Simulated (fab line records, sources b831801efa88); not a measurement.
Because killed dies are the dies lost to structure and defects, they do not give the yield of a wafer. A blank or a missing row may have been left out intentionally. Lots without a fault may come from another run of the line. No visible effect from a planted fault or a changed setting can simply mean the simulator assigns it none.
Comparing a struck lot with a sound one	flow sky130	15 steps out of a route of 708
Sound: the wafers L914.3, L914.4, L914.6. Wafers struck: L909.2, L909.3, L909.6. At the end, the cause is stated.
Each step with rows lists, per side, the tool, then ch with its chambers, then its first start. Under that, the readings that differ: sound wafers	struck wafers	difference of the means	sigmas: that difference in standard deviations of wafers without a fault.
alike: same words and numbers on both sides, and readings whose means sit less than 2 such deviations apart. not compared: any withheld reading, any reading some wafer has no value for, any bound like >300 that may hide the same value, and any number with overlapping values for which the record gives no deviation.
The two part at a step that has a row with sigmas, a row that says differs or no value, or rows on one side only. When numbers do not overlap yet have no deviation, they are printed without sigmas and do not part them. Lack of a reading on every wafer of one side parts them only where that side has two or more wafers.

first, 7 steps without rows for these wafers: SKY_CONTACT_HMDS_07 (prime time 60 s); SKY_CONTACT_COAT_08 (resist thk 60 nm); SKY_CONTACT_COAT_09 (resist thk 450 nm); SKY_CONTACT_SOFTBAKE_10 (time 90 s); SKY_CONTACT_EXPOSE_11 (exposes mask CTM1, target cd 170 nm); SKY_CONTACT_PEB_12; SKY_CONTACT_DEVELOP_13 (develop time 60 s).
SKY_CONTACT_CD_MEAS_14: the cd target is 170 nm.
  sound on cd-sem-01 at day 38 05:27; struck on cd-sem-02 at day 35 23:20
  alike: cd-nm
SKY_CONTACT_OVL_MEAS_15:
  sound on overlay-02 at day 38 05:33; struck on overlay-01 at day 35 23:26
  alike: CONTACT_OVL
SKY_CONTACT_ETCH_16: etches BARC in N2/H2, stops on SiO2, time 45.9 s, target depth 60 nm.
  sound on rie-diel-01 ch 0,2,3, day 38 05:34; struck on rie-diel-02 ch 2,3, day 35 23:28
  alike: drypump-motor-current-A, oes-product-au, throttle-valve-pct
  not compared: rf-hours-counter-h
SKY_CONTACT_ETCH_17: etches SiO2 in C4F8/O2/Ar, stops on Si3N4, target depth 340 nm.
  sound on rie-diel-01 ch 0,2,3, day 38 05:37; struck on rie-diel-02 ch 2,3, day 35 23:31
  alike: oes-product-au
SKY_CONTACT_ETCH_18: etches Si3N4 in CHF3/O2, stops on TiN, time 39 s, target depth 75 nm.
  sound on rie-diel-01 ch 0,2,3; struck on rie-diel-02 ch 2,3
reading	sound	struck	difference	sigmas
throttle-valve-pct (%)	8.817 8.801 8.791	8.781 8.786 8.780	-0.021	-2
  alike: O2_flow_sccm, drypump-motor-current-A, oes-product-au
  not compared: rf-hours-counter-h
SKY_CONTACT_STRIP_19: strips in O2/N2.
  sound on plasma-asher-03 ch 0,1, day 38 05:44; struck on plasma-asher-02 ch 0,1, day 35 23:36
  no value came back on the struck wafers for chamber-pressure-mTorr (mTorr), drypump-motor-current-A (A), oes-product-au (a.u.), strip-time-to-endpoint-s (s); on the sound wafers chamber-pressure-mTorr (mTorr) reads 1499.9 1499.6 1497.8
reading	sound	struck	difference	sigmas
model.KrF-thick_of_CONTACT_COAT_09.thk-nm (nm)	0 0 0	239.8 236 238.3	+238.0	
  not compared: rf-hours-counter-h
then, 1 step without rows for these wafers: SKY_CONTACT_STRIP_20 (strips in post etch residue remover, time 1200 s).
-- the record jumps here: 13 days lie between the struck wafers' starts before and after (it left off in module CONTACT and takes up again in module PAD_OPEN, whose first step shown is number 708 of the route) --
SKY_PAD_OPEN_PROBE_99:
  rows exist in the record for the struck wafers here (prober-01, day 49 02:14), but not for the sound ones

== WHERE THEY PART ==
At SKY_CONTACT_ETCH_18 first; at SKY_PAD_OPEN_PROBE_99 last (within this record only).

WHY: what the simulator had put in
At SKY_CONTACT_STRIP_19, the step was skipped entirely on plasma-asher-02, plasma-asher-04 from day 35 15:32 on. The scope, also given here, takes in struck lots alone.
